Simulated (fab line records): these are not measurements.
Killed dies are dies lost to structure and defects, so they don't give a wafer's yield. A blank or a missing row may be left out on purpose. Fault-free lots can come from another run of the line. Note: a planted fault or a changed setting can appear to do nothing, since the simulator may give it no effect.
Matching of chambers	flow gf180mcu	GF_POLY_GATE_ETCH_12 on rie_diel-01 has 4 sister chambers
The step etches BARC in N2/H2. 8 wafers are shown with their chamber, then 7 later ones without.

== WAFERS, EACH WITH ITS CHAMBER ==
wafer	chamber	oes_product_au (a.u.)	throttle_valve_pct (%)
L653.5	3	0.729	13.213
L656.1	2	0.730	13.215
L656.5	1	0.732	13.236
L662.1	3	0.735	13.216
L662.3	1	0.739	13.215
L662.5	0	0.737	13.213
L666.4	0	0.740	13.226
L666.5	2	0.739	13.221

== WAFERS WITHOUT THEIR CHAMBER ==
wafer	oes_product_au (a.u.)	throttle_valve_pct (%)
L666.6	0.728	13.224
L669.2	0.742	13.218
L669.4	0.736	13.219
L669.5	0.738	13.210
L670.2	0.746	13.210
L670.5	0.732	13.226
L670.6	0.733	13.211

== EACH ONE'S CHAMBER ==
wafer	from the rows above	in truth
L666.6	can't be placed: 3 or 2 or 1 or 0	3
L669.2	can't be placed: 0 or 2 or 1 or 3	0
L669.4	can't be placed: 2 or 0 or 1 or 3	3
L669.5	can't be placed: 0 or 2 or 3 or 1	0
L670.2	can't be placed: 0 or 2 or 1 or 3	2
L670.5	can't be placed: 1 or 2 or 3 or 0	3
L670.6	can't be placed: 3 or 2 or 0 or 1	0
Correctly placed: 0 of 7. These rows do not allow placing 7 (true chamber among the candidates in 7). Number placed wrongly: 0.
How it was worked out, from the rows above alone: a wafer's distance from a chamber is the root of the sum, over the readings, of the square of ((its reading less the chamber's mean) divided by the reading's scatter). The wafer belongs to the nearest chamber; if the next one is less than 2 further off, it can't be placed. A chamber's mean is the mean of its shown wafers. The scatter is the square root of a quotient: the sum, over the shown wafers, of each reading's squared deviation from its chamber's mean, divided by wafers minus chambers.
